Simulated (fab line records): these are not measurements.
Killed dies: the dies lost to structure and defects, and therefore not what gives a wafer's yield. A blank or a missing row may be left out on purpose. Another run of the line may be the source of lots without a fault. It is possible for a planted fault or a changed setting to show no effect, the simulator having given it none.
A struck lot beside a sound one	flow sky130	14 steps out of a route of 708
Sound: these wafers, L711.1, L711.3, L711.4. Struck: wafers L708.2, L708.3, L708.5. The cause comes at the end.
Per side, at each step with rows, come the tool, then ch with its chambers, and then its first start. Under that, the readings that differ: sound wafers	struck wafers	difference of the means	sigmas: that difference in standard deviations of wafers without a fault.
alike: a reading whose means differ by less than 2 such deviations, as well as words and numbers matching on both sides. not compared: withheld readings; readings where some wafer has no value; bounds like >300 that might hide an equal value; numbers whose values overlap and for which the record gives no deviation.
The two part at a step that has a row with sigmas, a row that says differs or no value, or rows on one side only. Numbers that have no deviation but don't overlap get no sigmas and don't part them. A reading missing from all wafers of one side parts the sides only when that side holds two or more wafers.

SKY_LI_CONTACT_RS_MEAS_22: the measuring method here is four-point-probe.
  struck on film metro-02, day 34 08:53; sound on film metro-03, day 35 05:17
reading	sound	struck	difference	sigmas
LI_CONTACT_W_RS (ohm/sq)	0.289 0.287 0.291	0.279 0.281 0.283	-0.008	-2
SKY_LI_CONTACT_THK_MEAS_23: measures by xrf.
  struck on film metro-02, day 34 08:59; sound on film metro-03, day 35 05:25
  alike: LI_CONTACT_W_THK
SKY_LI_CONTACT_CMP_24: polishes, stops on PSG, t overpolish 20 s, target thk 0 nm.
  sound on cmp-02 ch 1,2,3, day 35 05:28; struck on cmp-02 ch 1,2, day 34 09:05
  alike: head pressure psi, motor current A, overpolish run s, slurry filter dp kPa, time to endpoint s
SKY_LOCAL_INTERCONNECT_SPUTTER_00: material TiN, target thk 100 nm, time 83.3 s.
  struck on pvd sputter-01, day 34 09:20; sound on pvd sputter-04, day 35 05:46
  alike: throttle valve pct
SKY_LOCAL_INTERCONNECT_RS_MEAS_01: the measuring method here is four-point-probe.
  struck on film metro-01, day 34 09:25; sound on film metro-02, day 35 05:50
  alike: LOCAL_INTERCONNECT_TIN_RS
SKY_LOCAL_INTERCONNECT_THK_MEAS_02: measures by xrf.
  struck on film metro-01, day 34 09:32; sound on film metro-02, day 35 05:57
  alike: LOCAL_INTERCONNECT_TIN_THK
then, 6 steps without rows for these wafers: SKY_LOCAL_INTERCONNECT_DEHYDRATE_03 (time 60 s); SKY_LOCAL_INTERCONNECT_HMDS_04 (prime time 60 s); SKY_LOCAL_INTERCONNECT_COAT_05 (resist thk 60 nm); SKY_LOCAL_INTERCONNECT_COAT_06 (resist thk 450 nm); SKY_LOCAL_INTERCONNECT_SOFTBAKE_07 (time 90 s); SKY_LOCAL_INTERCONNECT_EXPOSE_08 (exposes mask LI1M, target cd 170 nm).
SKY_LOCAL_INTERCONNECT_PEB_09:
  struck on litho track-03, day 35 11:00; sound on litho track-04 ch 0, day 36 07:00
reading	sound	struck	difference	sigmas
exhaust pa (Pa)	44.2 44.5 44.6	- - -	no value on the struck wafers	
  not compared: chill plate temp C
then, 1 step without rows for these wafers: SKY_LOCAL_INTERCONNECT_DEVELOP_10 (develop time 60 s).

== WHERE THEY PART ==
Earliest at SKY_LI_CONTACT_RS_MEAS_22; latest, in this record, at SKY_LOCAL_INTERCONNECT_PEB_09.

WHY: the cause the simulator had injected
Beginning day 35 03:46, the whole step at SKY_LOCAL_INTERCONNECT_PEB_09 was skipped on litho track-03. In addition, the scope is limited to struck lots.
